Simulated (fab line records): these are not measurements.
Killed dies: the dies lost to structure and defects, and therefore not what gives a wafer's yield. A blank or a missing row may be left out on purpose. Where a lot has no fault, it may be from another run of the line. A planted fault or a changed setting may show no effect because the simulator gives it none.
fab line records ; flow sky130 ; part 1 of 2: steps 1 to 28 of 37
record: lots: 5; wafers: 15; last_day: 50
route steps=708 shown SD_N@344 SD_P@359 RES_XHIGH@360 SALICIDE@361 LI_CONTACT@362
lots with no fault: from the same line, run without faults
start_h: hours from the record's first day to the start of the lot's first wafer shown ; wait_h: hours from the lot's prior step to this one ; " as in the row above ; L1.1+2: one row covering several wafers at once ; - no value present, or no start provided ; * or withheld: withheld ; < > ~ a bound
route shown NAME@n: a module of which the file shows steps, and the number in the route of the first ; usual: mean/standard deviation taken from wafers without a fault ; same: alike in all rows ; chamber/n: place in a boat ; sites: per-site readings ; _std_site: the standard deviation of these ; _edge_site: mean of outer sites minus mean of inner sites ; radius_mm: how far each site lies from the wafer's centre ; mask NAME#n: copy n ; behind: the tool/chamber that last shaped the wafer ; hold: why the lot went on hold/how many hours it stayed there/how the hold came to an end ; device: names the non-switching transistor (n, p or np) ; end of line: the route-end tests of the same wafers ; for a step that has no rows: nothing shown but its recipe ; killed: the dies lost at the first sort to structure and to defects; this is not the yield of the wafer ; map: a wafer's dies, x killed, . not, _ none there
set.NAME: the setting as run; set.NAME@STEP: as run at that earlier step ; model.NAME: the simulator's own value behind a step, which no gauge read
lots at some steps of the route; a table a step, a row a wafer
services: from which hour (start_h, from the record's first day; less than 0 if before it) a tool's chamber was out of use, for how many hours, and why
== steps ==
step: SKY_SD_N_COAT_02
recipe: resist: NOVOLAK; spin_rpm: 3000; resist_thk_nm: 1140
usual: chill_plate_temp_C: 23.01/0.091; dispense_pressure_kPa: 46.6/2.4
lot.wafer;tool;chamber;start_h;wait_h;chill_plate_temp_C;dispense_pressure_kPa
L076.1;litho_track-01;0;634.91;0.1;23.06;47.4
L076.3;litho_track-01;0;634.91;0.1;22.95;47.3
L076.6;litho_track-01;0;634.91;0.1;23.02;47.4
L082.3;litho_track-01;0;702.76;0.1;23.09;47.3
L082.4;litho_track-01;0;702.76;0.1;23.10;47.4
L082.6;litho_track-01;0;702.76;0.1;22.98;47.4
L090.1;litho_track-04;0;771.34;0.1;23.01;42.9
L090.2;litho_track-04;0;771.34;0.1;22.92;42.9
L090.4;litho_track-04;0;771.34;0.1;22.78;42.9
L093.2;litho_track-04;0;782.76;0.1;23.06;42.9
L093.3;litho_track-04;0;782.76;0.1;22.99;42.9
L093.4;litho_track-04;0;782.76;0.1;23.02;42.9
L095.2;litho_track-03;0;818.80;0.1;23.09;48.9
L095.4;litho_track-03;0;818.80;0.1;23.05;48.9
L095.5;litho_track-03;0;818.80;0.1;23.08;48.9
step: SKY_SD_N_SOFTBAKE_03
recipe: temp_c: 90; time_s: 60; resist: NOVOLAK
usual: chill_plate_temp_C: 22.97/0.12
lot.wafer;tool;chamber;start_h;wait_h;chill_plate_temp_C
L076.1;litho_track-01;0;635.06;0.1;22.84
L076.3;litho_track-01;0;635.06;0.1;23.02
L076.6;litho_track-01;0;635.06;0.1;22.90
L082.3;litho_track-01;0;702.91;0.1;23.05
L082.4;litho_track-01;0;702.91;0.1;23.08
L082.6;litho_track-01;0;702.91;0.1;23.02
L090.1;litho_track-04;0;771.49;0.1;22.91
L090.2;litho_track-04;0;771.49;0.1;22.79
L090.4;litho_track-04;0;771.49;0.1;22.85
L093.2;litho_track-04;0;782.91;0.1;23.08
L093.3;litho_track-04;0;782.91;0.1;23.12
L093.4;litho_track-04;0;782.91;0.1;23.04
L095.2;litho_track-03;0;818.95;0.1;23.02
L095.4;litho_track-03;0;818.95;0.1;23.08
L095.5;litho_track-03;0;818.95;0.1;22.84
step: SKY_SD_N_EXPOSE_04
recipe: mask_id: NSDM; na: 0.6; source_shape: conventional; sigma_outer: 0.6; polarization: unpolarized; target_cd_nm: 380; dose_mj: 141
lot.wafer;tool;chamber;start_h;wait_h;mask
L076.1+3+6;iline_stepper-01;0;-;-;NSDM#0
L082.3+4+6;iline_stepper-01;0;-;-;NSDM#0
L090.1+2+4;iline_stepper-02;0;-;-;NSDM#0
L093.2+3+4;iline_stepper-01;0;-;-;NSDM#0
L095.2+4+5;iline_stepper-02;0;-;-;NSDM#0
step: SKY_SD_N_PEB_05
recipe: temp_c: withheld; time_s: *; resist: NOVOLAK
usual: chill_plate_temp_C: *
lot.wafer;tool;chamber;start_h;wait_h;chill_plate_temp_C
L076.1;litho_track-04;0;-;-;*
L076.3;litho_track-04;0;-;-;*
L076.6;litho_track-04;0;-;-;*
L082.3;litho_track-03;0;-;-;*
L082.4;litho_track-03;0;-;-;*
L082.6;litho_track-03;0;-;-;*
L090.1;litho_track-03;0;-;-;*
L090.2;litho_track-03;0;-;-;*
L090.4;litho_track-03;0;-;-;*
L093.2;litho_track-03;0;-;-;*
L093.3;litho_track-03;0;-;-;*
L093.4;litho_track-03;0;-;-;*
L095.2;litho_track-03;0;-;-;*
L095.4;litho_track-03;0;-;-;*
L095.5;litho_track-03;0;-;-;*
step: SKY_SD_N_DEVELOP_06
recipe: resist: NOVOLAK; developer: TMAH; develop_time_s: 60; dev_temp_c: 23
usual: chill_plate_temp_C: 22.99/0.12
lot.wafer;tool;chamber;start_h;wait_h;chill_plate_temp_C
L076.1;litho_track-04;0;649.79;0.1;23.08
L076.3;litho_track-04;0;649.79;0.1;23.06
L076.6;litho_track-04;0;649.79;0.1;22.90
L082.3;litho_track-03;0;716.07;0.1;23.06
L082.4;litho_track-03;0;716.07;0.1;23.14
L082.6;litho_track-03;0;716.07;0.1;23.22
L090.1;litho_track-03;0;784.47;0.1;22.91
L090.2;litho_track-03;0;784.47;0.1;22.80
L090.4;litho_track-03;0;784.47;0.1;22.99
L093.2;litho_track-03;0;796.15;0.1;22.96
L093.3;litho_track-03;0;796.15;0.1;22.80
L093.4;litho_track-03;0;796.15;0.1;22.87
L095.2;litho_track-03;0;832.25;0.1;22.94
L095.4;litho_track-03;0;832.25;0.1;22.89
L095.5;litho_track-03;0;832.25;0.1;22.90
step: SKY_SD_N_CD_MEAS_07
recipe: target_cd_nm: 380
usual: cd_nm: 380.6/2.4
lot.wafer;tool;chamber;start_h;wait_h;cd_nm
L076.1;cd_sem-01;-;649.94;0.1;379.9
L076.3;cd_sem-01;-;649.94;0.1;379.2
L076.6;cd_sem-01;-;649.94;0.1;379.4
L082.3;cd_sem-01;-;716.21;0.1;382.2
L082.4;cd_sem-01;-;716.21;0.1;380.4
L082.6;cd_sem-01;-;716.21;0.1;381.8
L090.1;cd_sem-02;-;784.62;0.1;379.7
L090.2;cd_sem-02;-;784.62;0.1;379.5
L090.4;cd_sem-02;-;784.62;0.1;379.1
L093.2;cd_sem-02;-;796.29;0.1;381.7
L093.3;cd_sem-02;-;796.29;0.1;380.9
L093.4;cd_sem-02;-;796.29;0.1;383.0
L095.2;cd_sem-01;-;832.39;0.1;382.6
L095.4;cd_sem-01;-;832.39;0.1;384.2
L095.5;cd_sem-01;-;832.39;0.1;384.7
step: SKY_SD_N_OVL_MEAS_08
usual: SD_N_OVL: -1.2/1.5
lot.wafer;tool;chamber;start_h;wait_h;SD_N_OVL[nm]
L076.1;overlay-02;-;650.06;0.1;-1.3
L076.3;overlay-02;-;650.06;0.1;-2.0
L076.6;overlay-02;-;650.06;0.1;-2.4
L082.3;overlay-01;-;716.30;0.1;-0.9
L082.4;overlay-01;-;716.30;0.1;-0.2
L082.6;overlay-01;-;716.30;0.1;1.5
L090.1;overlay-01;-;784.74;0.1;-1.8
L090.2;overlay-01;-;784.74;0.1;-3.1
L090.4;overlay-01;-;784.74;0.1;-2.6
L093.2;overlay-02;-;796.40;0.1;-1.5
L093.3;overlay-02;-;796.40;0.1;-2.5
L093.4;overlay-02;-;796.40;0.1;0.0
L095.2;overlay-01;-;832.50;0.1;-3.5
L095.4;overlay-01;-;832.50;0.1;-3.9
L095.5;overlay-01;-;832.50;0.1;-4.7
step: SKY_SD_N_IMPLANT_09
recipe: species: As; energy_kev: 50; dose_cm2: 4e+15; tilt_deg: 0
lot.wafer;tool;chamber;start_h;wait_h
L076.1+3+6;implanter-04;0;650.09;0.0
L082.3+4+6;implanter-01;0;716.38;0.1
L090.1+2+4;implanter-02;0;784.78;0.0
L093.2+3+4;implanter-04;0;796.45;0.0
L095.2+4+5;implanter-02;0;832.55;0.0
step: SKY_SD_N_IMPLANT_10
recipe: species: P; energy_kev: 20; dose_cm2: 1e+14; tilt_deg: 0
lot.wafer;tool;chamber;start_h;wait_h
L076.1+3+6;implanter-04;0;650.24;0.1
L082.3+4+6;implanter-01;0;716.53;0.1
L090.1+2+4;implanter-02;0;784.93;0.1
L093.2+3+4;implanter-04;0;796.60;0.1
L095.2+4+5;implanter-02;0;832.70;0.1
step: SKY_SD_N_STRIP_11
recipe: chemistry: O2/N2; power_w: 1400; pressure_mtorr: 1500; platen_temp_c: withheld; o2_flow_sccm: 3000; n2_flow_sccm: 300; overash_fraction: 0.5
usual: drypump_motor_current_A: 5.9/0.31; oes_product_au: 0.527/0.0045; strip_time_to_endpoint_s: 22.55/0.037
lot.wafer;tool;chamber;start_h;wait_h;drypump_motor_current_A;oes_product_au;rf_hours_counter_h;strip_time_to_endpoint_s
L076.1;plasma_asher-04;1;650.39;0.1;5.9;0.520;103;22.56
L076.3;plasma_asher-04;1;650.39;0.1;5.9;0.522;-;22.57
L076.6;plasma_asher-04;0;650.39;0.1;5.6;0.531;-;22.54
L082.3;plasma_asher-04;0;716.66;0.1;5.6;0.532;-;22.60
L082.4;plasma_asher-04;1;716.66;0.1;6.0;0.533;-;22.58
L082.6;plasma_asher-04;0;716.66;0.1;5.6;0.526;-;22.60
L090.1;plasma_asher-04;1;785.08;0.1;5.9;0.525;4;22.59
L090.2;plasma_asher-04;0;785.08;0.1;5.6;0.529;4;22.59
L090.4;plasma_asher-04;1;785.08;0.1;5.9;0.532;-;22.59
L093.2;plasma_asher-02;0;796.73;0.1;5.9;0.534;37;22.58
L093.3;plasma_asher-02;0;796.73;0.1;5.9;0.528;-;22.52
L093.4;plasma_asher-02;1;796.73;0.1;6.1;0.525;-;22.55
L095.2;plasma_asher-04;1;832.83;0.1;5.9;0.529;7;22.54
L095.4;plasma_asher-04;0;832.83;0.1;5.6;0.521;-;22.54
L095.5;plasma_asher-04;1;832.83;0.1;5.9;0.524;-;22.54
step: SKY_SD_N_TW_MEAS_12
usual: SD_N_TW: 3989/44
lot.wafer;tool;chamber;start_h;wait_h;SD_N_TW
L076.1;film_metro-02;-;650.49;0.1;3965
L076.3;film_metro-02;-;650.49;0.1;3972
L076.6;film_metro-02;-;650.49;0.1;3966
L082.3;film_metro-02;-;716.75;0.1;4052
L082.4;film_metro-02;-;716.75;0.1;4040
L082.6;film_metro-02;-;716.75;0.1;4030
L090.1;film_metro-02;-;785.18;0.1;4039
L090.2;film_metro-02;-;785.18;0.1;4019
L090.4;film_metro-02;-;785.18;0.1;4022
L093.2;film_metro-02;-;796.84;0.1;4032
L093.3;film_metro-02;-;796.84;0.1;4061
L093.4;film_metro-02;-;796.84;0.1;4066
L095.2;film_metro-02;-;832.94;0.1;4029
L095.4;film_metro-02;-;832.94;0.1;4026
L095.5;film_metro-02;-;832.94;0.1;4021
step: SKY_SD_N_CLEAN_13
recipe: chemistry: SC1/SC2; mix: 1:4:20; temp_c: 70; time_s: 150; dry: n2_spin
lot.wafer;tool;chamber;start_h;wait_h
L076.1+3+6;wet_bench-01;2;650.55;0.1
L082.3+4+6;wet_bench-03;2;716.83;0.1
L090.1+2+4;wet_bench-02;2;785.24;0.1
L093.2+3+4;wet_bench-01;3;796.89;0.0
L095.2+4+5;wet_bench-03;1;832.99;0.0
step: SKY_SD_N_RTA_14
recipe: temp_c: 1075; time_s: 2; idle_temp_c: 650; ramp_up_c_per_s: 150; ramp_down_c_per_s: 90; ambient: N2
usual: chamber_o2_ppm: 2.000/0.022; lamp_power_pct: 15.73/0.055; wafer_temp_C_max: 1078.0/1.2
lot.wafer;tool;chamber;start_h;wait_h;chamber_o2_ppm;lamp_power_pct;wafer_temp_C_max
L076.1;rtp_anneal-02;0;650.60;0.0;1.968;15.72;1078.4
L076.3;rtp_anneal-02;0;650.60;0.0;1.996;15.70;1075.4
L076.6;rtp_anneal-02;0;650.60;0.0;1.997;15.78;1077.3
L082.3;rtp_anneal-02;0;716.90;0.0;2.005;15.75;1078.0
L082.4;rtp_anneal-02;0;716.90;0.0;2.014;15.65;1077.8
L082.6;rtp_anneal-02;0;716.90;0.0;2.020;15.83;1077.3
L090.1;rtp_anneal-01;0;785.29;0.0;1.985;15.73;1075.4
L090.2;rtp_anneal-01;0;785.29;0.0;1.996;15.64;1076.2
L090.4;rtp_anneal-01;0;785.29;0.0;2.063;15.61;1080.3
L093.2;rtp_anneal-01;0;796.96;0.0;2.000;15.77;1077.4
L093.3;rtp_anneal-01;0;796.96;0.0;2.031;15.74;1076.6
L093.4;rtp_anneal-01;0;796.96;0.0;1.995;15.70;1077.5
L095.2;rtp_anneal-02;0;833.05;0.0;1.941;15.83;1078.1
L095.4;rtp_anneal-02;0;833.05;0.0;1.963;15.74;1078.4
L095.5;rtp_anneal-02;0;833.05;0.0;2.002;15.73;1077.3
step: SKY_SD_N_RS_MEAS_16
recipe: thk_meas_gauge: four-point-probe
usual: SD_N_RS: 68.60/0.11
lot.wafer;tool;chamber;start_h;wait_h;SD_N_RS[ohm/sq]
L076.1;film_metro-04;-;650.78;0.1;68.51
L076.3;film_metro-04;-;650.78;0.1;68.64
L076.6;film_metro-04;-;650.78;0.1;68.77
L082.3;film_metro-04;-;717.09;0.1;68.66
L082.4;film_metro-04;-;717.09;0.1;68.66
L082.6;film_metro-04;-;717.09;0.1;68.64
L090.1;film_metro-02;-;785.46;0.1;68.46
L090.2;film_metro-02;-;785.46;0.1;68.51
L090.4;film_metro-02;-;785.46;0.1;68.62
L093.2;film_metro-04;-;797.14;0.1;68.71
L093.3;film_metro-04;-;797.14;0.1;68.72
L093.4;film_metro-04;-;797.14;0.1;68.47
L095.2;film_metro-04;-;833.24;0.1;68.67
L095.4;film_metro-04;-;833.24;0.1;68.67
L095.5;film_metro-04;-;833.24;0.1;68.66
step: SKY_SD_N_RS_MEAS_17
recipe: thk_meas_gauge: four-point-probe
usual: SD_P_RS: 147.3/0.31
lot.wafer;tool;chamber;start_h;wait_h;SD_P_RS[ohm/sq]
L076.1;film_metro-04;-;650.90;0.1;147.4
L076.3;film_metro-04;-;650.90;0.1;147.4
L076.6;film_metro-04;-;650.90;0.1;147.2
L082.3;film_metro-04;-;717.21;0.1;147.6
L082.4;film_metro-04;-;717.21;0.1;147.4
L082.6;film_metro-04;-;717.21;0.1;147.3
L090.1;film_metro-02;-;785.58;0.1;147.3
L090.2;film_metro-02;-;785.58;0.1;147.7
L090.4;film_metro-02;-;785.58;0.1;147.5
L093.2;film_metro-04;-;797.26;0.1;147.1
L093.3;film_metro-04;-;797.26;0.1;146.9
L093.4;film_metro-04;-;797.26;0.1;147.0
L095.2;film_metro-04;-;833.36;0.1;147.6
L095.4;film_metro-04;-;833.36;0.1;147.8
L095.5;film_metro-04;-;833.36;0.1;147.7
step: SKY_SD_N_RS_MEAS_18
recipe: thk_meas_gauge: four-point-probe
usual: RES_XHIGH_RS: 333.7/1.3
lot.wafer;tool;chamber;start_h;wait_h;RES_XHIGH_RS[ohm/sq]
L076.1;film_metro-04;-;651.02;0.1;333.9
L076.3;film_metro-04;-;651.02;0.1;334.1
L076.6;film_metro-04;-;651.02;0.1;333.5
L082.3;film_metro-04;-;717.33;0.1;334.0
L082.4;film_metro-04;-;717.33;0.1;334.5
L082.6;film_metro-04;-;717.33;0.1;334.0
L090.1;film_metro-02;-;785.70;0.1;333.1
L090.2;film_metro-02;-;785.70;0.1;332.1
L090.4;film_metro-02;-;785.70;0.1;333.6
L093.2;film_metro-04;-;797.38;0.1;332.9
L093.3;film_metro-04;-;797.38;0.1;331.8
L093.4;film_metro-04;-;797.38;0.1;332.3
L095.2;film_metro-04;-;833.48;0.1;336.3
L095.4;film_metro-04;-;833.48;0.1;335.1
L095.5;film_metro-04;-;833.48;0.1;336.2
step: SKY_SALICIDE_CLEAN_00
recipe: chemistry: HF-last; time_s: 30; dilution: 100:1; dry: ipa_marangoni
lot.wafer;tool;chamber;start_h;wait_h
L076.1+3+6;wet_bench-04;2;651.14;0.1
L082.3+4+6;wet_bench-04;0;717.41;0.1
L090.1+2+4;wet_bench-04;2;785.82;0.1
L093.2+3+4;wet_bench-04;0;797.48;0.1
L095.2+4+5;wet_bench-03;0;833.65;0.2
step: SKY_LI_CONTACT_HDPCVD_00
recipe: material: PSG; target_thk_nm: 930; sigma_open_frac: 0.3; time_s: 155; temp_c: 600; sih4_flow_sccm: 60; pressure_mtorr: 6
lot.wafer;tool;chamber;start_h;wait_h
L076.1+3+6;hdpcvd-01;2,0,0;651.15;0.0
L082.3+4+6;hdpcvd-01;1,2,0;717.43;0.0
L090.1+2+4;hdpcvd-01;1,2,1;785.86;0.0
L093.2+3+4;hdpcvd-02;1,0,2;797.50;0.0
L095.2+4+5;hdpcvd-02;0,2,0;833.67;0.0
step: SKY_LI_CONTACT_THK_MEAS_01
recipe: reads: PSG_of_LI_CONTACT_HDPCVD_00
usual: LI_CONTACT_HDPCVD_THK: 927/10
lot.wafer;tool;chamber;start_h;wait_h;LI_CONTACT_HDPCVD_THK[nm]
L076.1;film_metro-01;-;651.31;0.1;901
L076.3;film_metro-01;-;651.31;0.1;927
L076.6;film_metro-01;-;651.31;0.1;934
L082.3;film_metro-02;-;717.55;0.1;925
L082.4;film_metro-02;-;717.55;0.1;915
L082.6;film_metro-02;-;717.55;0.1;941
L090.1;film_metro-04;-;785.96;0.1;936
L090.2;film_metro-04;-;785.96;0.1;914
L090.4;film_metro-04;-;785.96;0.1;938
L093.2;film_metro-04;-;797.61;0.1;915
L093.3;film_metro-04;-;797.61;0.1;906
L093.4;film_metro-04;-;797.61;0.1;921
L095.2;film_metro-04;-;833.78;0.1;905
L095.4;film_metro-04;-;833.78;0.1;909
L095.5;film_metro-04;-;833.78;0.1;900
step: SKY_LI_CONTACT_CMP_02
recipe: material: PSG; down_force_psi: 4; platen_rpm: 60; pad_velocity_m_s: 0.94248
usual: motor_current_A: 11.3/1.2; slurry_flow_ml_min: 150.0/0.39; time_to_endpoint_s: 32/3.1
lot.wafer;tool;chamber;start_h;wait_h;motor_current_A;slurry_flow_ml_min;time_to_endpoint_s
L076.1;cmp-01;1;651.37;0.1;9.5;150.2;28
L076.3;cmp-01;3;651.37;0.1;11.7;149.8;31
L076.6;cmp-01;2;651.37;0.1;12.4;150.2;39
L082.3;cmp-02;0;717.59;0.0;13.5;149.6;33
L082.4;cmp-02;2;717.59;0.0;9.9;150.2;32
L082.6;cmp-02;1;717.59;0.0;10.6;149.9;31
L090.2;cmp-02;3;786.02;0.0;10.5;149.6;29
L090.4;cmp-02;0;786.02;0.0;13.5;149.7;37
L090.1;cmp-02;2;786.02;0.0;9.9;149.9;36
L093.2;cmp-01;0;797.66;0.0;12.0;150.2;29
L093.4;cmp-01;1;797.66;0.0;9.5;149.6;28
L093.3;cmp-01;3;797.66;0.0;11.6;150.4;31
L095.4;cmp-02;1;833.93;0.1;11.2;151.1;27
L095.2;cmp-02;2;833.93;0.1;9.9;149.6;30
L095.5;cmp-02;0;833.93;0.1;12.9;150.9;31
step: SKY_LI_CONTACT_BOW_MEAS_03
recipe: mode: bow
usual: LI_CONTACT_BOW: 56/7.1
lot.wafer;tool;chamber;start_h;wait_h;LI_CONTACT_BOW[um]
L076.1;film_metro-01;-;651.67;0.2;63
L076.3;film_metro-01;-;651.67;0.2;55
L076.6;film_metro-01;-;651.67;0.2;54
L082.3;film_metro-02;-;717.93;0.3;67
L082.4;film_metro-02;-;717.93;0.3;53
L082.6;film_metro-02;-;717.93;0.3;56
L090.1;film_metro-02;-;786.32;0.1;61
L090.2;film_metro-02;-;786.32;0.1;65
L090.4;film_metro-02;-;786.32;0.1;52
L093.2;film_metro-02;-;797.98;0.3;55
L093.3;film_metro-02;-;797.98;0.3;42
L093.4;film_metro-02;-;797.98;0.3;59
L095.2;film_metro-04;-;834.15;0.1;66
L095.4;film_metro-04;-;834.15;0.1;62
L095.5;film_metro-04;-;834.15;0.1;61
step: SKY_LI_CONTACT_DEHYDRATE_04
recipe: temp_c: 200; time_s: 60
usual: chill_plate_temp_C: 22.99/0.1
lot.wafer;tool;chamber;start_h;wait_h;chill_plate_temp_C
L076.1;litho_track-01;0;664.51;12.8;23.00
L076.3;litho_track-01;0;664.51;12.8;22.92
L076.6;litho_track-01;0;664.51;12.8;22.92
L082.3;litho_track-03;0;731.37;13.4;22.91
L082.4;litho_track-03;0;731.37;13.4;22.94
L082.6;litho_track-03;0;731.37;13.4;22.98
L090.1;litho_track-01;0;798.91;12.6;23.12
L090.2;litho_track-01;0;798.91;12.6;23.02
L090.4;litho_track-01;0;798.91;12.6;22.95
L093.2;litho_track-01;0;810.94;12.9;22.93
L093.3;litho_track-01;0;810.94;12.9;23.05
L093.4;litho_track-01;0;810.94;12.9;23.00
L095.2;litho_track-02;0;846.43;12.3;23.05
L095.4;litho_track-02;0;846.43;12.3;22.95
L095.5;litho_track-02;0;846.43;12.3;22.93
step: SKY_LI_CONTACT_HMDS_05
recipe: prime_time_s: 60; prime_temp_c: 120
usual: chill_plate_temp_C: 23.02/0.11
lot.wafer;tool;chamber;start_h;wait_h;chill_plate_temp_C
L076.1;litho_track-01;0;664.66;0.1;23.11
L076.3;litho_track-01;0;664.66;0.1;23.08
L076.6;litho_track-01;0;664.66;0.1;23.14
L082.3;litho_track-03;0;731.52;0.1;23.04
L082.4;litho_track-03;0;731.52;0.1;23.00
L082.6;litho_track-03;0;731.52;0.1;23.02
L090.1;litho_track-01;0;799.06;0.1;22.81
L090.2;litho_track-01;0;799.06;0.1;23.00
L090.4;litho_track-01;0;799.06;0.1;22.90
L093.2;litho_track-01;0;811.09;0.1;22.90
L093.3;litho_track-01;0;811.09;0.1;22.93
L093.4;litho_track-01;0;811.09;0.1;22.88
L095.2;litho_track-02;0;846.58;0.1;22.93
L095.4;litho_track-02;0;846.58;0.1;22.94
L095.5;litho_track-02;0;846.58;0.1;23.12
step: SKY_LI_CONTACT_COAT_06
recipe: resist: BARC; temp_c: withheld; time_s: withheld; spin_rpm: 3000; resist_thk_nm: 60
usual: chill_plate_temp_C: *; dispense_pressure_kPa: 51/4.7
lot.wafer;tool;chamber;start_h;wait_h;chill_plate_temp_C;dispense_pressure_kPa
L076.1;litho_track-01;0;664.81;0.1;*;47
L076.3;litho_track-01;0;664.81;0.1;*;47
L076.6;litho_track-01;0;664.81;0.1;*;47
L082.3;litho_track-03;0;731.67;0.1;*;49
L082.4;litho_track-03;0;731.67;0.1;*;49
L082.6;litho_track-03;0;731.67;0.1;*;49
L090.1;litho_track-01;0;799.21;0.1;*;47
L090.2;litho_track-01;0;799.21;0.1;*;47
L090.4;litho_track-01;0;799.21;0.1;*;47
L093.2;litho_track-01;0;811.24;0.1;*;47
L093.3;litho_track-01;0;811.24;0.1;*;47
L093.4;litho_track-01;0;811.24;0.1;*;47
L095.2;litho_track-02;0;846.73;0.1;*;58
L095.4;litho_track-02;0;846.73;0.1;*;58
L095.5;litho_track-02;0;846.73;0.1;*;58
step: SKY_LI_CONTACT_COAT_07
recipe: resist: KrF-thick; spin_rpm: 3000; resist_thk_nm: 450
usual: chill_plate_temp_C: 23.00/0.093; dispense_pressure_kPa: 51/4.7
lot.wafer;tool;chamber;start_h;wait_h;chill_plate_temp_C;dispense_pressure_kPa
L076.1;litho_track-01;0;-;-;23.09;47
L076.3;litho_track-01;0;-;-;23.01;47
L076.6;litho_track-01;0;-;-;22.79;47
L082.3;litho_track-03;0;-;-;22.99;49
L082.4;litho_track-03;0;-;-;22.95;49
L082.6;litho_track-03;0;-;-;23.15;49
L090.1;litho_track-01;0;-;-;23.01;47
L090.2;litho_track-01;0;-;-;23.07;47
L090.4;litho_track-01;0;-;-;23.05;47
L093.2;litho_track-01;0;-;-;22.91;47
L093.3;litho_track-01;0;-;-;22.93;47
L093.4;litho_track-01;0;-;-;23.00;47
L095.2;litho_track-02;0;-;-;22.90;58
L095.4;litho_track-02;0;-;-;23.02;58
L095.5;litho_track-02;0;-;-;22.94;58
step: SKY_LI_CONTACT_SOFTBAKE_08
recipe: temp_c: 100; time_s: 90; resist: KrF-thick
usual: chill_plate_temp_C: 23.03/0.1
lot.wafer;tool;chamber;start_h;wait_h;chill_plate_temp_C
L076.1;litho_track-01;0;-;-;23.16
L076.3;litho_track-01;0;-;-;23.12
L076.6;litho_track-01;0;-;-;23.08
L082.3;litho_track-03;0;-;-;23.09
L082.4;litho_track-03;0;-;-;23.13
L082.6;litho_track-03;0;-;-;22.92
L090.1;litho_track-01;0;-;-;23.11
L090.2;litho_track-01;0;-;-;23.06
L090.4;litho_track-01;0;-;-;23.09
L093.2;litho_track-01;0;-;-;23.01
L093.3;litho_track-01;0;-;-;22.76
L093.4;litho_track-01;0;-;-;22.82
L095.2;litho_track-02;0;-;-;23.04
L095.4;litho_track-02;0;-;-;23.00
L095.5;litho_track-02;0;-;-;22.88
step: SKY_LI_CONTACT_EXPOSE_09
recipe: mask_id: LICM1; na: 0.8; source_shape: annular; sigma_inner: 0.55; sigma_outer: 0.85; target_cd_nm: 170; dose_mj: 38
lot.wafer;tool;chamber;start_h;wait_h;mask
L076.1+3+6;krf_scanner-01;0;-;-;LICM1#0
L082.3+4+6;krf_scanner-01;0;-;-;LICM1#0
L090.1+2+4;krf_scanner-02;0;-;-;LICM1#0
L093.2+3+4;krf_scanner-02;0;-;-;LICM1#0
L095.2+4+5;krf_scanner-01;0;-;-;LICM1#0
step: SKY_LI_CONTACT_PEB_10
recipe: peb_temp_c: withheld; peb_time_s: withheld; resist: KrF-thick
usual: chill_plate_temp_C: *
lot.wafer;tool;chamber;start_h;wait_h;chill_plate_temp_C
L076.1;litho_track-01;0;-;-;*
L076.3;litho_track-01;0;-;-;*
L076.6;litho_track-01;0;-;-;*
L082.3;litho_track-01;0;-;-;*
L082.4;litho_track-01;0;-;-;*
L082.6;litho_track-01;0;-;-;*
L090.1;litho_track-01;0;-;-;*
L090.2;litho_track-01;0;-;-;*
L090.4;litho_track-01;0;-;-;*
L093.2;litho_track-02;0;-;-;*
L093.3;litho_track-02;0;-;-;*
L093.4;litho_track-02;0;-;-;*
L095.2;litho_track-01;0;-;-;*
L095.4;litho_track-01;0;-;-;*
L095.5;litho_track-01;0;-;-;*
